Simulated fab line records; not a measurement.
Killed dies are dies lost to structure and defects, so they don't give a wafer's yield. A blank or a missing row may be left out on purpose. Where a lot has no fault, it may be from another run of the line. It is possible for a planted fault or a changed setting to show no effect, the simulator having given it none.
A single fault, viewed from 2 desks ; flow sfq-line ; what lay behind the numbers comes last; until then each desk has only its own

== AT THE TOOL OWNER'S DESK: rie-metal-03 ==
The tool's own readings at SFQ_TRILAYER_M4_BARC_OPEN_METAL_ETCH_123 (etches BARC in O2, target depth 125 nm, time 41.7 s): means of the sampled wafers that have a number, for each lot that ran on this tool. Marked OUT: a lot whose mean sits more than 4 standard deviations from the usual mean, which makes it out of limits; the brackets give that distance.
Columns: A = bias-w at SFQ_TRILAYER_M4_BARC_OPEN_METAL_ETCH_123, usual 80.04 W; B = drypump-motor-current-A at SFQ_TRILAYER_M4_BARC_OPEN_METAL_ETCH_123, usual 5.9 A; C = oes-product-au at SFQ_TRILAYER_M4_BARC_OPEN_METAL_ETCH_123, usual 0.685 a.u.; D = run-length-s at SFQ_TRILAYER_M4_BARC_OPEN_METAL_ETCH_123, usual 70.0 s
lot;first seen here;A;B;C;D
L234;day 55 18:49;80.09;5.9;0.688;70.0
L236;day 56 11:37;79.88;5.7;0.747 (+15) OUT;66.2 (-12) OUT
L237;day 56 15:56;-;5.5;0.869 (+44) OUT;59.0 (-35) OUT
L240;day 57 01:33;80.10;5.9;0.807 (+29) OUT;62.7 (-24) OUT
This desk's verdict: out of limits on L236, L237, L240, starting with L236 at day 56 11:37 (oes-product-au at SFQ_TRILAYER_M4_BARC_OPEN_METAL_ETCH_123). In limits: L234.

== THE METROLOGY DESK ==
Lot by lot, what the gauges showed, no matter which tool ran the lot: averages of those sampled wafers that carry a number. Marked OUT: a lot whose mean sits more than 4 standard deviations from the usual mean, which makes it out of limits; the brackets give that distance.
Columns: A = M4_NB_RS at SFQ_M4_RS_MEAS_924, usual 0.892 ohm/sq; B = M4_OVL at SFQ_M4_OVL_MEAS_926, usual -3 nm
lot;first seen here;A;B
L223;day 39 16:15;0.877;1
L234;day 50 07:22;0.915;-8
L236;day 51 09:32;0.904;-2
L237;day 51 13:08;0.884;-3
L238;day 51 14:22;0.882;-6
L240;day 51 20:23;0.894;-14
L244;day 54 16:43;0.892;-0
This desk's finding: nothing out of limits on any of the 7 lots.

== ALL TOGETHER ==
The tool owner's desk had the chance to raise an alarm at day 56 11:37 on L236, L237, L240.
The metrology desk saw nothing out of limits.
The metrology desk has L236, L237, L240 on record, within its limits.
Every lot named ran SFQ_TRILAYER_M4_BARC_OPEN_METAL_ETCH_123 on rie-metal-03.

== WHAT HAD BEEN PUT IN BY THE SIMULATOR ==
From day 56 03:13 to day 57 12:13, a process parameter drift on rie-metal-03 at SFQ_TRILAYER_M4_BARC_OPEN_METAL_ETCH_123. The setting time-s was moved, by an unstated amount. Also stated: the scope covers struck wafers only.
Shown lots that were struck: L236, L237, L240.
Hours from the fault's start to each desk's first reading out of limits: the tool owner's desk, 8.
